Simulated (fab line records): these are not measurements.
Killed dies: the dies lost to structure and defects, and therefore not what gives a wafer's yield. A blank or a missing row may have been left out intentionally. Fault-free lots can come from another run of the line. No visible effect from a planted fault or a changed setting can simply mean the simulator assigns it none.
The same fault as seen by 2 desks | flow sky130 | what lay behind the numbers comes last; until then each desk has only its own

== METROLOGY DESK ==
What the gauges read, lot by lot, whatever tool the lot ran on: means of the sampled wafers that have a number. Any lot whose mean is over 4 standard deviations away from the usual mean is out of limits and marked OUT; that distance is given in the brackets.
Columns: A = LI_CONTACT_OVL at SKY_LI_CONTACT_OVL_MEAS_13, usual -2 nm
lot  | first seen here | A
L268 | day 29 01:50    | 3
L270 | day 29 17:32    | -4
L271 | day 29 21:23    | 3
L273 | day 31 23:23    | -7
L276 | day 32 09:41    | -2
L275 | day 32 17:38    | -4
L282 | day 34 00:50    | -7
L286 | day 35 05:41    | -3
L288 | day 35 15:40    | -1
L289 | day 35 23:14    | -3
L290 | day 36 06:56    | -2
L291 | day 36 11:16    | -4
Result from this desk: across the 12 lots, nothing is out of limits.

== AT THE TOOL OWNER'S DESK: pvd sputter-01 ==
The tool's own readings at SKY_LI_CONTACT_SPUTTER_19 (material Ti, target thk 20 nm, time 106.37 s): means of the sampled wafers that have a number, for each lot that ran on this tool. Any lot whose mean is over 4 standard deviations away from the usual mean is out of limits and marked OUT; that distance is given in the brackets.
Columns: A = chamber pressure pa at SKY_LI_CONTACT_SPUTTER_19, usual 5.001 Pa; B = throttle valve pct at SKY_LI_CONTACT_SPUTTER_19, usual 30.2 %
lot  | first seen here | A               | B
L270 | day 29 17:59    | 4.998           | 31.0
L271 | day 29 21:51    | 5.001           | 30.4
L276 | day 32 10:08    | 4.994           | 31.1
L282 | day 34 01:19    | 5.152 (+17) OUT | 29.1
L286 | day 35 06:08    | 5.151 (+16) OUT | 30.4
This desk's verdict: out of limits on L282, L286, starting with L282 at day 34 01:19 (chamber pressure pa at SKY_LI_CONTACT_SPUTTER_19). Within limits: L270, L271, L276.

== ALL TOGETHER ==
The tool owner's desk could have raised an alarm at day 34 01:19, on L282, L286.
From the metrology desk's view, nothing was out of limits.
The metrology desk holds a record of L282, L286, inside its limits.
SKY_LI_CONTACT_SPUTTER_19 was run on pvd sputter-01 by each of the lots named.

== WHAT THE SIMULATOR HAD INSERTED ==
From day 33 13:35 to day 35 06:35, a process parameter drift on pvd sputter-01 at SKY_LI_CONTACT_SPUTTER_19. A move of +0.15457 in setting chamber pressure pa, from 5. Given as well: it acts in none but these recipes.
Shown lots that were struck: L282, L286.
How many hours passed from the start of the fault until each desk's first out-of-limits reading: the tool owner's desk, 12.
